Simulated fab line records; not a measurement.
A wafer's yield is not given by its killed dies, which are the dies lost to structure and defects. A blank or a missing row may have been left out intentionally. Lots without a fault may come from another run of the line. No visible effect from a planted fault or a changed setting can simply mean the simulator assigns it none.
fab line records + flow sky130 + part 2 of 2: steps 31 to 40 of 40
[record]
- lots = 5
- wafers = 15
- last-day = 49
route steps=708 shown GATE_OXIDE@200 POLY_GATE@204 RES_PROTECT@206 LDD_N@237
lots that met no fault: taken from a fault-free run of the same line
start-h: the number of hours between the record's first day and the start of the first shown wafer of the lot + wait-h: hours elapsed since this lot's preceding step + " unchanged from the row above + L1.1+2: one row covering several wafers at once + - value missing, or start not given + * or withheld: withheld + < > ~ a bound
route shown NAME@n: NAME is a module with steps in the file, n the number in the route of the first one + usual: mean/standard deviation taken from wafers without a fault + same: alike in all rows + chamber/n: place in a boat + sites: each site's reading + _std_site: the standard deviation of these + _edge_site: inner sites' mean taken away from outer sites' mean + radius-mm: for every site, how far away it sits from the centre of the wafer + mask NAME#n: copy n + behind: the last tool/chamber to shape the wafer + hold: reason for holding the lot/hours on hold/outcome of the hold + device: the n, p or np transistor that did not switch + end of line: the tests these same wafers got at the end of their route + where a step has no rows: the recipe by itself + killed: at the first sort, the dies lost to defects and structure; wafer yield is something else + map: a wafer's dies, x killed, . not, _ none there
set.NAME: the setting the step ran with; set.NAME@STEP: the setting that earlier step ran with + model.NAME: the simulator's own value behind a step, which no gauge read
a table for each step, a row for each wafer; lots at some steps of the route
services: a tool's chamber out of use, with start hour (start-h, from the record's first day; less than 0 if before it), hours out, and reason
[[steps]]
[step SKY_POLY_GATE_ETCH_16]
[recipe]
- stop-on = poly-Si
- chemistry = CH3F/O2
- target = Si3N4
- source-w = 400
- bias-w = 80
- pressure-mtorr = 25
- ch3f-flow-sccm = 40
- O2_flow_sccm = 30
- time-s = 147.5
- target-depth-a = 750
[usual]
- chamber-pressure-mTorr = 25.001/0.02
- drypump-motor-current-A = 5.8/0.43
- oes-product-au = 0.640/0.0053
- throttle-valve-pct = 10.536/0.0096
| lot.wafer | tool        | chamber | start-h | wait-h | chamber-pressure-mTorr | drypump-motor-current-A | oes-product-au | rf-hours-counter-h | throttle-valve-pct |
|-----------|-------------|---------|---------|--------|------------------------|-------------------------|----------------|--------------------|--------------------|
| L075.1    | rie-diel-04 | 2       | 374.82  | 0.0    | 24.993                 | 5.7                     | 0.633          | 114                | 10.554             |
| L075.2    | "           | 1       | "       | "      | 25.005                 | 5.6                     | 0.638          | 17                 | 10.523             |
| L075.3    | "           | 3       | "       | "      | 25.002                 | 5.6                     | 0.634          | 37                 | 10.520             |
| L077.2    | rie-diel-02 | 0       | 392.52  | 0.0    | 25.042                 | 5.3                     | 0.639          | 55                 | 10.533             |
| L077.3    | "           | 2       | "       | "      | 25.010                 | 5.8                     | 0.641          | 2                  | 10.549             |
| L077.4    | "           | 1       | "       | "      | 25.012                 | 6.2                     | 0.643          | 7                  | 10.539             |
| L079.3    | rie-diel-02 | 0       | 417.74  | 0.0    | 24.987                 | 5.2                     | 0.640          | 55                 | 10.548             |
| L079.4    | "           | 1       | "       | "      | 24.994                 | 6.1                     | 0.645          | 8                  | 10.546             |
| L079.5    | "           | 3       | "       | "      | 24.989                 | 5.8                     | 0.640          | -                  | 10.526             |
| L089.3    | rie-diel-02 | 2       | 512.37  | 0.0    | 24.993                 | 5.8                     | 0.646          | 5                  | 10.526             |
| L089.5    | "           | 1       | "       | "      | 25.003                 | 6.2                     | 0.631          | -                  | 10.519             |
| L089.6    | "           | 0       | "       | "      | 25.015                 | 5.3                     | 0.643          | -                  | 10.525             |
| L093.3    | rie-diel-02 | 1       | 535.47  | 0.0    | 24.994                 | 6.2                     | 0.641          | 10                 | 10.522             |
| L093.4    | "           | 3       | "       | "      | 24.986                 | 5.8                     | 0.636          | 12                 | 10.542             |
| L093.6    | "           | 2       | "       | "      | 24.975                 | 5.8                     | 0.639          | -                  | 10.534             |
[step SKY_POLY_GATE_ETCH_17]
[recipe]
- target-depth-nm = 180
- stop-on = SiO2
- over-etch-frac = 0.56667
- chemistry = HBr/Cl2
- target = poly-Si
- icp-w = 400
- bias-w = 100
- pressure-mtorr = 10
- HBr_flow_sccm = 150
- Cl2_flow_sccm = 50
- time-s = 70.5
[usual]
- chamber-pressure-mTorr = 10.001/0.0084
- drypump-motor-current-A = 5.8/0.34
- oes-product-au = 0.987/0.0081
- throttle-valve-pct = 33.684/0.0091
| lot.wafer | tool      | chamber | start-h | wait-h | chamber-pressure-mTorr | drypump-motor-current-A | oes-product-au | rf-hours-counter-h | throttle-valve-pct |
|-----------|-----------|---------|---------|--------|------------------------|-------------------------|----------------|--------------------|--------------------|
| L075.1    | rie-si-01 | 3       | 374.92  | 0.0    | 9.992                  | 5.5                     | 0.990          | 0                  | 33.686             |
| L075.2    | "         | 1       | "       | "      | 10.002                 | 6.4                     | 0.976          | 43                 | 33.670             |
| L075.3    | "         | 2       | "       | "      | 10.005                 | 5.6                     | 0.981          | 12                 | 33.682             |
| L077.2    | rie-si-02 | 1       | 392.62  | 0.0    | 10.014                 | 5.5                     | 0.992          | 1                  | 33.667             |
| L077.3    | "         | 0       | "       | "      | 10.009                 | 6.5                     | 0.990          | 2                  | 33.676             |
| L077.4    | "         | 3       | "       | "      | 10.009                 | 5.7                     | 0.991          | -                  | 33.689             |
| L079.3    | rie-si-02 | 2       | 417.84  | 0.0    | 10.005                 | 5.6                     | 0.999          | 0                  | 33.677             |
| L079.4    | "         | 1       | "       | "      | 9.981                  | 5.5                     | 0.993          | 1                  | 33.668             |
| L079.5    | "         | 1       | "       | "      | 9.997                  | 5.6                     | 1.000          | -                  | 33.695             |
| L089.3    | rie-si-02 | 0       | 512.47  | 0.0    | 9.989                  | 6.4                     | 0.976          | 3                  | 33.690             |
| L089.5    | "         | 0       | "       | "      | 10.002                 | 6.4                     | 0.977          | -                  | 33.684             |
| L089.6    | "         | 1       | "       | "      | 9.999                  | 5.5                     | 0.993          | -                  | 33.685             |
| L093.3    | rie-si-02 | 3       | 535.57  | 0.0    | 10.000                 | 5.7                     | 0.998          | 3                  | 33.689             |
| L093.4    | "         | 2       | "       | "      | 10.000                 | 5.6                     | 0.994          | 1                  | 33.685             |
| L093.6    | "         | 3       | "       | "      | 9.992                  | 5.7                     | 0.996          | -                  | 33.686             |
[step SKY_POLY_GATE_STRIP_18]
[recipe]
- chemistry = O2/N2
- power-w = 1400
- pressure-mtorr = 1500
- platen-temp-c = withheld
- o2-flow-sccm = 3000
- n2-flow-sccm = 300
- overash-fraction = 0.5
[usual]
- chamber-pressure-mTorr = 1500.0/1.3
- drypump-motor-current-A = 5.64/0.24
- oes-product-au = 0.361/0.0051
- strip-time-to-endpoint-s = 3.16/0.04
| lot.wafer | tool            | chamber | start-h | wait-h | chamber-pressure-mTorr | drypump-motor-current-A | oes-product-au | rf-hours-counter-h | strip-time-to-endpoint-s |
|-----------|-----------------|---------|---------|--------|------------------------|-------------------------|----------------|--------------------|--------------------------|
| L075.1    | plasma-asher-02 | 0       | 374.98  | 0.0    | 1500.1                 | 5.63                    | 0.354          | 53                 | 3.19                     |
| L075.2    | "               | 1       | "       | "      | 1500.2                 | 5.78                    | 0.361          | 53                 | 3.15                     |
| L075.3    | "               | 1       | "       | "      | 1499.8                 | 5.77                    | 0.363          | -                  | 3.13                     |
| L077.2    | plasma-asher-03 | 0       | 392.67  | 0.0    | 1498.6                 | 5.76                    | 0.361          | 28                 | 3.22                     |
| L077.3    | "               | 0       | "       | "      | 1499.0                 | 5.77                    | 0.372          | -                  | 3.22                     |
| L077.4    | "               | 1       | "       | "      | 1498.0                 | 5.48                    | 0.366          | -                  | 3.20                     |
| L079.3    | plasma-asher-02 | 0       | 417.92  | 0.1    | 1498.7                 | 5.62                    | 0.364          | -                  | 3.13                     |
| L079.4    | "               | 1       | "       | "      | 1500.6                 | 5.80                    | 0.361          | -                  | 3.15                     |
| L079.5    | "               | 1       | "       | "      | 1501.2                 | 5.80                    | 0.351          | -                  | 3.06                     |
| L089.3    | plasma-asher-03 | 1       | 512.56  | 0.1    | 1500.6                 | 5.46                    | 0.359          | -                  | 3.14                     |
| L089.5    | "               | 0       | "       | "      | 1497.8                 | 5.78                    | 0.353          | -                  | 3.15                     |
| L089.6    | "               | 1       | "       | "      | 1499.4                 | 5.47                    | 0.364          | -                  | 3.12                     |
| L093.3    | plasma-asher-03 | 1       | 535.66  | 0.1    | 1497.6                 | 5.47                    | 0.359          | -                  | 3.16                     |
| L093.4    | "               | 0       | "       | "      | 1499.9                 | 5.76                    | 0.356          | -                  | 3.06                     |
| L093.6    | "               | 1       | "       | "      | 1499.2                 | 5.47                    | 0.362          | -                  | 3.12                     |
[step SKY_POLY_GATE_CLEAN_19]
[recipe]
- chemistry = SC1/SC2
- mix = 1:4:20
- temp-c = 70
- time-s = 150
- dry = n2-spin
| lot.wafer  | tool         | chamber | start-h | wait-h |
|------------|--------------|---------|---------|--------|
| L075.1+2+3 | wet-bench-04 | 2       | 375.08  | 0.1    |
| L077.2+3+4 | wet-bench-02 | 2       | 392.77  | 0.1    |
| L079.3+4+5 | wet-bench-02 | 2       | 417.99  | 0.0    |
| L089.3+5+6 | wet-bench-01 | 0       | 512.62  | 0.0    |
| L093.3+4+6 | wet-bench-02 | 0       | 535.72  | 0.0    |
[step SKY_POLY_GATE_OXIDATION_20]
[recipe]
- temp-c = 850
- ambient = O2
- stabilise-s = 600
- purge-s = 300
- target-thk-a = 40
- ox-time-s = 899
[usual]
- zone-power-top-pct = 28.4/0.33
- zone-power-upper-pct = 14.6/2
| lot.wafer | tool       | chamber | start-h | wait-h | zone-power-top-pct | zone-power-upper-pct |
|-----------|------------|---------|---------|--------|--------------------|----------------------|
| L075.1    | furnace-01 | 0       | 376.36  | 1.2    | 28.4               | 12.9                 |
| L075.2    | "          | 0       | "       | "      | 28.5               | 12.9                 |
| L075.3    | "          | 0       | "       | "      | 28.6               | 12.9                 |
| L077.2    | furnace-02 | 0       | 394.57  | 1.7    | 28.6               | 16.6                 |
| L077.3    | "          | 0       | "       | "      | 28.1               | 16.7                 |
| L077.4    | "          | 0       | "       | "      | 28.3               | 17.0                 |
| L079.3    | furnace-01 | 0       | 420.25  | 2.2    | 28.6               | 12.8                 |
| L079.4    | "          | 0       | "       | "      | 28.4               | 12.8                 |
| L079.5    | "          | 0       | "       | "      | 28.2               | 12.7                 |
| L089.3    | furnace-02 | 0       | 512.67  | 0.0    | 27.9               | 17.0                 |
| L089.5    | "          | 0       | "       | "      | 28.4               | 16.9                 |
| L089.6    | "          | 0       | "       | "      | 28.3               | 17.0                 |
| L093.3    | furnace-02 | 0       | 536.76  | 1.0    | 28.4               | 16.6                 |
| L093.4    | "          | 0       | "       | "      | 28.7               | 16.9                 |
| L093.6    | "          | 0       | "       | "      | 28.4               | 16.6                 |
[step SKY_POLY_GATE_THK_MEAS_21]
[recipe]
- reads = SiO2_of_POLY_GATE_OXIDATION_20
[usual]
- POLY_GATE_OXIDATION_THK = 4.01/0.091
| lot.wafer | tool          | chamber | start-h | wait-h | POLY_GATE_OXIDATION_THK[nm] |
|-----------|---------------|---------|---------|--------|-----------------------------|
| L075.1    | film-metro-04 | -       | 377.60  | 0.0    | 3.92                        |
| L075.2    | "             | -       | "       | "      | 3.97                        |
| L075.3    | "             | -       | "       | "      | 4.05                        |
| L077.2    | film-metro-02 | -       | 395.83  | 0.0    | 4.02                        |
| L077.3    | "             | -       | "       | "      | 3.92                        |
| L077.4    | "             | -       | "       | "      | 4.01                        |
| L079.3    | film-metro-04 | -       | 421.52  | 0.0    | 4.20                        |
| L079.4    | "             | -       | "       | "      | 4.10                        |
| L079.5    | "             | -       | "       | "      | 4.20                        |
| L089.3    | film-metro-02 | -       | 513.94  | 0.0    | 4.05                        |
| L089.5    | "             | -       | "       | "      | 4.06                        |
| L089.6    | "             | -       | "       | "      | 4.01                        |
| L093.3    | film-metro-03 | -       | 538.03  | 0.0    | 4.07                        |
| L093.4    | "             | -       | "       | "      | 4.06                        |
| L093.6    | "             | -       | "       | "      | 4.00                        |
[step SKY_POLY_GATE_CD_MEAS_22]
[usual]
- cd-nm = 149.3/1.8
| lot.wafer | tool      | chamber | start-h | wait-h | cd-nm |
|-----------|-----------|---------|---------|--------|-------|
| L075.1    | cd-sem-02 | -       | 377.66  | 0.1    | 151.5 |
| L075.2    | "         | -       | "       | "      | 149.5 |
| L075.3    | "         | -       | "       | "      | 150.7 |
| L077.2    | cd-sem-02 | -       | 395.91  | 0.1    | 150.6 |
| L077.3    | "         | -       | "       | "      | 149.6 |
| L077.4    | "         | -       | "       | "      | 148.3 |
| L079.3    | cd-sem-02 | -       | 421.62  | 0.1    | 149.9 |
| L079.4    | "         | -       | "       | "      | 145.7 |
| L079.5    | "         | -       | "       | "      | 150.5 |
| L089.3    | cd-sem-01 | -       | 514.04  | 0.1    | 150.1 |
| L089.5    | "         | -       | "       | "      | 152.5 |
| L089.6    | "         | -       | "       | "      | 150.4 |
| L093.3    | cd-sem-01 | -       | 538.17  | 0.1    | 148.6 |
| L093.4    | "         | -       | "       | "      | 148.0 |
| L093.6    | "         | -       | "       | "      | 148.1 |
[step SKY_LDD_N_DEHYDRATE_00]
[recipe]
- temp-c = 200
- time-s = 60
| lot.wafer  | tool           | chamber | start-h | wait-h |
|------------|----------------|---------|---------|--------|
| L075.1+2+3 | litho-track-02 | 0       | 390.59  | 12.9   |
| L077.2+3+4 | litho-track-03 | 0       | 410.46  | 14.5   |
| L079.3+4+5 | litho-track-03 | 0       | 435.88  | 14.2   |
| L089.3+5+6 | litho-track-01 | 0       | 528.61  | 14.5   |
| L093.3+4+6 | litho-track-01 | 0       | 551.71  | 13.5   |
[step SKY_LDD_N_HMDS_01]
[recipe]
- prime-time-s = 60
- prime-temp-c = 120
| lot.wafer  | tool           | chamber | start-h | wait-h |
|------------|----------------|---------|---------|--------|
| L075.1+2+3 | litho-track-02 | 0       | 390.74  | 0.1    |
| L077.2+3+4 | litho-track-03 | 0       | 410.61  | 0.1    |
| L079.3+4+5 | litho-track-03 | 0       | 436.03  | 0.1    |
| L089.3+5+6 | litho-track-01 | 0       | 528.76  | 0.1    |
| L093.3+4+6 | litho-track-01 | 0       | 551.86  | 0.1    |
[step SKY_LDD_N_COAT_02]
[recipe]
- resist = NOVOLAK
- spin-rpm = 3000
- resist-thk-nm = 300
| lot.wafer  | tool           | chamber | start-h | wait-h |
|------------|----------------|---------|---------|--------|
| L075.1+2+3 | litho-track-02 | 0       | 390.89  | 0.1    |
| L077.2+3+4 | litho-track-03 | 0       | 410.76  | 0.1    |
| L079.3+4+5 | litho-track-03 | 0       | 436.18  | 0.1    |
| L089.3+5+6 | litho-track-01 | 0       | 528.91  | 0.1    |
| L093.3+4+6 | litho-track-01 | 0       | 552.01  | 0.1    |
[[services]]
| tool             | chamber | start-h | hours | kind   |
|------------------|---------|---------|-------|--------|
| iline-stepper-02 | -       | 294.80  | 8.9   | pm     |
| plasma-asher-02  | -       | 301.22  | 18.8  | pm     |
| plasma-asher-02  | -       | 320.17  | 10.7  | repair |
| rie-si-02        | 0       | 338.65  | 20.1  | repair |
| furnace-01       | -       | 352.77  | 2.3   | pm     |
| furnace-01       | -       | 363.89  | 4.2   | pm     |
| rie-diel-02      | -       | 368.41  | 2.8   | pm     |
| lpcvd-02         | -       | 369.47  | 14.6  | pm     |
| rie-si-02        | -       | 372.28  | 14.6  | pm     |
| wet-bench-02     | -       | 374.59  | 2.4   | repair |
| furnace-02       | -       | 379.13  | 4.3   | pm     |
| plasma-asher-02  | -       | 397.05  | 15.6  | pm     |
| wet-bench-03     | -       | 398.03  | 0.7   | repair |
| plasma-asher-02  | -       | 412.65  | 2.8   | pm     |
| furnace-02       | -       | 417.81  | 3.9   | pm     |
| plasma-asher-04  | -       | 421.32  | 9.0   | pm     |
| furnace-02       | -       | 445.58  | 1.6   | repair |
| iline-stepper-02 | -       | 498.48  | 1.7   | pm     |
| rie-si-02        | -       | 500.64  | 3.6   | repair |
| plasma-asher-02  | -       | 509.61  | 1.2   | repair |
| lpcvd-01         | -       | 525.23  | 0.5   | repair |
| furnace-01       | -       | 532.58  | 4.4   | pm     |
| lpcvd-01         | -       | 534.19  | 28.1  | pm     |
| furnace-02       | -       | 547.13  | 2.9   | pm     |
